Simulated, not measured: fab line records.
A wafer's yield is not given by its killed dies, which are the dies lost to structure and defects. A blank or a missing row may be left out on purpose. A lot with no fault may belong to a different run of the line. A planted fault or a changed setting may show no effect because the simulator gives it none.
fab line records    flow sky130
record lots=13  wafers=39  last_day=50
route steps=708 shown SONOS_ONO@183 POLY_GATE@235 POLY_CUT@311 SD_N@350 PAD_OPEN@708
lots with no fault: from the same line, run without faults
start_h: the number of hours between the record's first day and the start of the first shown wafer of the lot    wait_h: how many hours have passed since the lot's step before this one    " repeats the value in the row above    L1.1+2: a single row standing in for several wafers    - value missing, or start not given    * or withheld: withheld    < > ~ a bound
route shown NAME@n: NAME is a module with steps in the file, n the number in the route of the first one    usual: mean/standard deviation of fault-free wafers    same: alike in all rows    chamber/n: place in a boat    sites: each site's reading    _std_site: the values' standard deviation    _edge_site: inner sites' mean taken away from outer sites' mean    radius_mm: how far each site lies from the wafer's centre    mask NAME#n: copy n    behind: the last tool/chamber to shape the wafer    hold: what put the lot on hold/how long, in hours/how the hold closed    device: transistor that didn't switch, given as n, p or np    end of line: tests of these same wafers at the route's end    a step with no rows: only its recipe    killed: dies that structure and defects cost at the first sort, which is not the same as the wafer's yield    map: a wafer's dies, marking killed ones x, the rest . and places with no die _
set.NAME: the setting as run; set.NAME@STEP: as run at that earlier step    model.NAME: the simulator's own value behind a step, which no gauge read
the route's steps for a sample of lots (tables are steps, rows are wafers)
services: from which hour (start_h, from the record's first day; less than 0 if before it) a tool's chamber was out of use, for how many hours, and why
## steps
# step SKY_SONOS_ONO_ETCH_15
# recipe target_depth_nm=19.52  chemistry=CHF3/O2  source_w=600  bias_w=200  pressure_mtorr=40  chf3_flow_sccm=50  O2_flow_sccm=5  time_s=7.8
# usual drypump_motor_current_A=5.7/0.5  oes_product_au=1.002/0.0077  throttle_valve_pct=8.825/0.0089
lot.wafer  tool         chamber  start_h  wait_h  drypump_motor_current_A  oes_product_au  rf_hours_counter_h  throttle_valve_pct
L668.3     rie_diel-03  3        282.28   0.0     6.4                      1.013           0                   8.822
L668.5     "            1        "        "       5.3                      1.007           -                   8.820
L668.6     "            0        "        "       4.7                      1.013           -                   8.841
L669.1     rie_diel-04  2        303.13   0.0     6.0                      1.002           119                 8.836
L669.2     "            3        "        "       5.7                      1.013           119                 8.826
L669.6     "            2        "        "       6.0                      0.992           -                   8.822
L670.2     rie_diel-03  3        307.40   0.0     6.4                      1.015           1                   8.823
L670.4     "            1        "        "       5.3                      0.985           26                  8.827
L670.6     "            3        "        "       6.4                      1.002           -                   8.825
L671.3     rie_diel-01  0        338.90   0.0     5.7                      1.015           64                  8.812
L671.4     "            1        "        "       5.4                      1.007           -                   8.822
L671.6     "            3        "        "       6.0                      1.000           -                   8.837
L672.2     rie_diel-03  3        339.05   0.0     6.4                      0.982           1                   8.826
L672.3     "            1        "        "       5.4                      0.994           27                  8.823
L672.5     "            3        "        "       6.4                      0.993           -                   8.831
L674.1     rie_diel-01  1        339.35   0.0     5.4                      0.995           1                   8.830
L674.4     "            3        "        "       6.0                      0.998           -                   8.821
L674.5     "            0        "        "       5.7                      1.011           -                   8.833
L675.1     rie_diel-03  2        346.55   0.0     4.9                      1.015           14                  8.830
L675.2     "            3        "        "       6.4                      1.007           1                   8.824
L675.4     "            3        "        "       6.4                      1.007           -                   8.827
L679.1     rie_diel-01  1        377.28   0.0     5.4                      1.012           2                   8.858
L679.4     "            3        "        "       6.0                      0.989           14                  8.821
L679.6     "            1        "        "       5.4                      1.006           -                   8.842
L683.1     rie_diel-04  3        413.28   0.0     5.7                      1.000           1                   8.834
L683.5     "            3        "        "       5.7                      0.998           -                   8.827
L683.6     "            2        "        "       6.0                      0.994           -                   8.819
L684.1     rie_diel-01  1        418.70   0.0     5.4                      1.015           2                   8.819
L684.5     "            3        "        "       6.0                      0.995           -                   8.837
L684.6     "            2        "        "       5.7                      0.997           -                   8.819
L686.3     rie_diel-01  0        438.28   0.0     5.7                      1.017           65                  8.817
L686.4     "            1        "        "       5.4                      0.996           3                   8.820
L686.6     "            1        "        "       5.4                      0.998           -                   8.817
L688.1     rie_diel-04  3        447.93   0.0     5.8                      1.002           2                   8.837
L688.5     "            1        "        "       6.2                      1.000           -                   8.824
L688.6     "            0        "        "       6.2                      0.998           -                   8.815
L689.1     rie_diel-03  2        453.53   0.0     4.9                      1.001           17                  8.812
L689.2     "            0        "        "       4.7                      0.996           2                   8.802
L689.5     "            2        "        "       4.9                      1.012           -                   8.820
# step SKY_POLY_GATE_THK_MEAS_21
# recipe reads=SiO2_of_POLY_GATE_OXIDATION_20
# usual POLY_GATE_OXIDATION_THK=3.97/0.066
lot.wafer  tool           chamber  start_h  wait_h  POLY_GATE_OXIDATION_THK[nm]
L668.3     film_metro-03  -        375.53   0.0     3.87
L668.5     "              -        "        "       3.96
L668.6     "              -        "        "       3.96
L669.1     film_metro-04  -        399.03   0.0     3.90
L669.2     "              -        "        "       3.93
L669.6     "              -        "        "       3.91
L670.2     film_metro-03  -        401.68   0.0     3.83
L670.4     "              -        "        "       3.90
L670.6     "              -        "        "       3.89
L671.3     film_metro-04  -        434.95   0.0     3.90
L671.4     "              -        "        "       3.98
L671.6     "              -        "        "       3.92
L672.2     film_metro-03  -        438.30   0.0     4.04
L672.3     "              -        "        "       3.96
L672.5     "              -        "        "       3.93
L674.1     film_metro-04  -        439.18   0.0     3.99
L674.4     "              -        "        "       4.01
L674.5     "              -        "        "       4.02
L675.1     film_metro-04  -        446.44   0.0     3.92
L675.2     "              -        "        "       3.90
L675.4     "              -        "        "       3.90
L679.1     film_metro-03  -        476.03   0.0     3.97
L679.4     "              -        "        "       3.94
L679.6     "              -        "        "       3.99
L683.1     film_metro-04  -        514.74   0.0     3.90
L683.5     "              -        "        "       3.90
L683.6     "              -        "        "       4.02
L684.1     film_metro-01  -        521.23   0.0     4.01
L684.5     "              -        "        "       3.98
L684.6     "              -        "        "       3.90
L686.3     film_metro-03  -        538.26   0.0     4.04
L686.4     "              -        "        "       4.13
L686.6     "              -        "        "       4.03
L688.1     film_metro-04  -        548.31   0.0     4.11
L688.5     "              -        "        "       4.12
L688.6     "              -        "        "       4.06
L689.1     film_metro-03  -        555.12   0.0     3.92
L689.2     "              -        "        "       3.99
L689.5     "              -        "        "       4.02
# step SKY_POLY_CUT_SOFTBAKE_04
# recipe temp_c=100  time_s=90  resist=KrF-thick
# usual heater_power_total_W=57.36/0.11  plate_temp_C=99.99/0.11
lot.wafer  tool            chamber  start_h  wait_h  heater_power_total_W  plate_temp_C
L668.3     litho_track-02  0        545      -       57.19                 99.93
L668.5     "               0        546      -       57.29                 100.09
L668.6     "               0        "        "       57.35                 99.98
L669.1     litho_track-02  0        569      -       57.45                 100.06
L669.2     "               0        "        "       57.38                 99.95
L669.6     "               0        "        "       57.20                 99.84
L670.2     litho_track-02  0        572      -       57.27                 100.11
L670.4     "               0        "        "       57.38                 99.96
L670.6     "               0        "        "       57.20                 100.04
L671.3     litho_track-03  0        605      -       57.41                 99.87
L671.4     "               0        "        "       57.49                 99.77
L671.6     "               0        "        "       57.60                 99.89
L674.1     litho_track-03  0        609      -       57.44                 99.97
L674.4     "               0        "        "       57.34                 99.87
L674.5     "               0        "        "       57.41                 100.05
L672.2     litho_track-04  0        609      -       57.35                 100.05
L672.3     "               0        "        "       57.43                 100.01
L672.5     "               0        "        "       57.35                 100.01
L675.1     litho_track-04  0        614      -       57.29                 100.03
L675.2     "               0        "        "       57.49                 99.90
L675.4     "               0        "        "       57.42                 100.10
L679.1     litho_track-03  0        644      -       57.36                 100.00
L679.4     "               0        "        "       57.25                 99.98
L679.6     "               0        "        "       57.47                 99.98
L683.1     litho_track-02  0        679      -       54.44                 96.44
L683.5     "               0        "        "       54.44                 96.36
L683.6     "               0        "        "       54.56                 96.28
L684.1     litho_track-02  0        684      -       54.66                 96.31
L684.5     "               0        "        "       54.65                 96.57
L684.6     "               0        "        "       54.36                 96.54
L686.3     litho_track-03  0        700      -       57.35                 100.17
L686.4     "               0        "        "       57.34                 100.06
L686.6     "               0        "        "       57.36                 100.04
L688.1     litho_track-04  0        709      -       57.20                 100.11
L688.5     "               0        "        "       57.28                 100.19
L688.6     "               0        "        "       57.46                 100.09
L689.1     litho_track-04  0        717      -       57.10                 99.99
L689.2     "               0        "        "       57.39                 99.93
L689.5     "               0        "        "       57.23                 99.90
# step SKY_SD_N_OVL_MEAS_08
# usual SD_N_OVL=-0.3/1.4
lot.wafer  tool        chamber  start_h  wait_h  SD_N_OVL[nm]
L668.3     overlay-02  -        648.97   0.1     0.7
L668.5     "           -        "        "       0.4
L668.6     "           -        "        "       -0.3
L669.1     overlay-01  -        671.26   0.1     -2.0
L669.2     "           -        "        "       -2.0
L669.6     "           -        "        "       -2.7
L670.2     overlay-02  -        673.97   0.1     -1.8
L670.4     "           -        "        "       -0.1
L670.6     "           -        "        "       -2.1
L671.3     overlay-02  -        705.50   0.1     3.0
L671.4     "           -        "        "       2.7
L671.6     "           -        "        "       2.6
L674.1     overlay-01  -        709.46   0.1     0.8
L674.4     "           -        "        "       0.6
L674.5     "           -        "        "       0.9
L672.2     overlay-02  -        710.20   0.1     -0.4
L672.3     "           -        "        "       -1.8
L672.5     "           -        "        "       -0.1
L675.1     overlay-01  -        713.51   0.1     -2.0
L675.2     "           -        "        "       -4.3
L675.4     "           -        "        "       -2.7
L679.1     overlay-01  -        741.39   0.1     0.6
L679.4     "           -        "        "       -0.4
L679.6     "           -        "        "       0.9
L683.1     overlay-01  -        775.31   0.1     -1.3
L683.5     "           -        "        "       -2.1
L683.6     "           -        "        "       -0.1
L684.1     overlay-02  -        779.49   0.1     -2.1
L684.5     "           -        "        "       -0.9
L684.6     "           -        "        "       -2.7
L686.3     overlay-01  -        795.62   0.1     -0.5
L686.4     "           -        "        "       -1.3
L686.6     "           -        "        "       -1.6
L688.1     overlay-01  -        803.71   0.1     0.9
L688.5     "           -        "        "       -0.5
L688.6     "           -        "        "       1.0
L689.1     overlay-01  -        811.46   0.1     -0.4
L689.2     "           -        "        "       0.7
L689.5     "           -        "        "       -1.3
# step SKY_PAD_OPEN_PROBE_99
# usual killed_at_M0_to_M3=43/6.5  killed_at_M4_up=3.5/1.9  killed_at_contacts=24/5.4  killed_at_front_end=16/4.8  killed_at_other=0.4/0.64  killed_dies=87/9.4  killed_open=47/7  killed_short=40/6.3
# same gross_dies=492  killed_at_back_side=0
lot.wafer  tool       chamber  start_h  wait_h  killed_at_M0_to_M3  killed_at_M4_up  killed_at_contacts  killed_at_front_end  killed_at_other  killed_dies  killed_open  killed_short
L679.1     prober-02  -        1144.61  0.1     38                  4                20                  11                   1                74           44           29
L679.4     prober-02  -        1144.76  0.2     35                  0                17                  8                    1                61           33           27
L679.6     prober-02  -        1144.86  0.2     43                  6                18                  8                    0                75           45           30
# killed by level:class
L679.1 VIA1:geometric_particle:open=13 CONTACT:geometric_particle:open=9 VIA3:geometric_particle:open=6 METAL1:geometric_particle:short=5 CONTACT:geometric_particle:short=5 POLY_GATE:geometric_particle:open=4 POLY_GATE:geometric_particle:short=4 LI_CONTACT:geometric_particle:open=4
L679.4 CONTACT:geometric_particle:open=7 VIA3:geometric_particle:open=7 LI_CONTACT:geometric_particle:open=5 VIA1:geometric_particle:open=5 VIA2:geometric_particle:open=5 METAL3:geometric_particle:short=4 METAL2:geometric_particle:short=4 FIELD_ISO:geometric_particle:short=3
L679.6 LI_CONTACT:geometric_particle:open=10 VIA1:geometric_particle:open=10 VIA2:geometric_particle:open=6 METAL3:geometric_particle:short=5 VIA3:geometric_particle:open=5 POLY_GATE:geometric_particle:short=3 CONTACT:geometric_particle:open=3 METAL1:geometric_particle:short=3
## services
tool         chamber  start_h  hours  kind
rie_diel-03  3        258.59   -      clean
rie_diel-03  3        258.59   16.4   scheduled_down
rie_diel-03  3        258.59   16.4   vent_cycle
rie_diel-04  3        273.79   5.8    repair
rie_diel-04  3        313.82   45.8   repair
rie_diel-03  0        327.35   -      clean
rie_diel-03  0        327.35   23.8   scheduled_down
rie_diel-04  1        334.76   18.4   repair
rie_diel-01  2        336.46   3.8    repair
rie_diel-03  -        351.83   0.5    repair
rie_diel-03  -        468.30   0.1    repair
rie_diel-04  2        470.28   8.7    repair
rie_diel-03  -        489.04   15.6   pm
rie_diel-01  1        497.75   10.2   repair
rie_diel-01  3        499.49   6.8    repair
rie_diel-04  2        549.33   12.1   repair
rie_diel-03  3        556.97   13.9   repair
rie_diel-04  -        565.41   10.0   pm
rie_diel-04  0        577.53   2.1    repair
rie_diel-04  3        578.98   2.2    repair
rie_diel-01  -        632.14   2.8    pm
rie_diel-01  1        675.72   4.3    repair
rie_diel-04  1        693.39   6.8    repair
rie_diel-04  -        708.68   0.3    repair
## key
first_sign step=SKY_POLY_CUT_SOFTBAKE_04  reading=plate_temp_C  direction=down  sigmas=33  usual=*  struck=*
effect step=SKY_POLY_CUT_SOFTBAKE_04  reading=heater_power_total_W  direction=down  sigmas=26  usual=*  struck=*
met_at SKY_POLY_CUT_SOFTBAKE_04
struck_lots L683,L684
tester_left_out L683,L684
not_acting_at SKY_SONOS_ONO_ETCH_15,SKY_POLY_GATE_THK_MEAS_21,SKY_SD_N_OVL_MEAS_08
onset_between 572 679
fault kind=process_parameter_drift  tool=litho_track-02  chamber=-  onset_h=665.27  steps=SKY_POLY_CUT_SOFTBAKE_04  channel=temp_c  offset=*  shape=step  end_h=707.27  acts_in=*  stated=*
# tester_left_out: of these lots the tester's yield and bins aren't shown, on N5 and GAA mostly nor the transistor test; their killed dies are dies lost to structure and defects alone, not to doping, threshold or leakage, so they don't give the yield
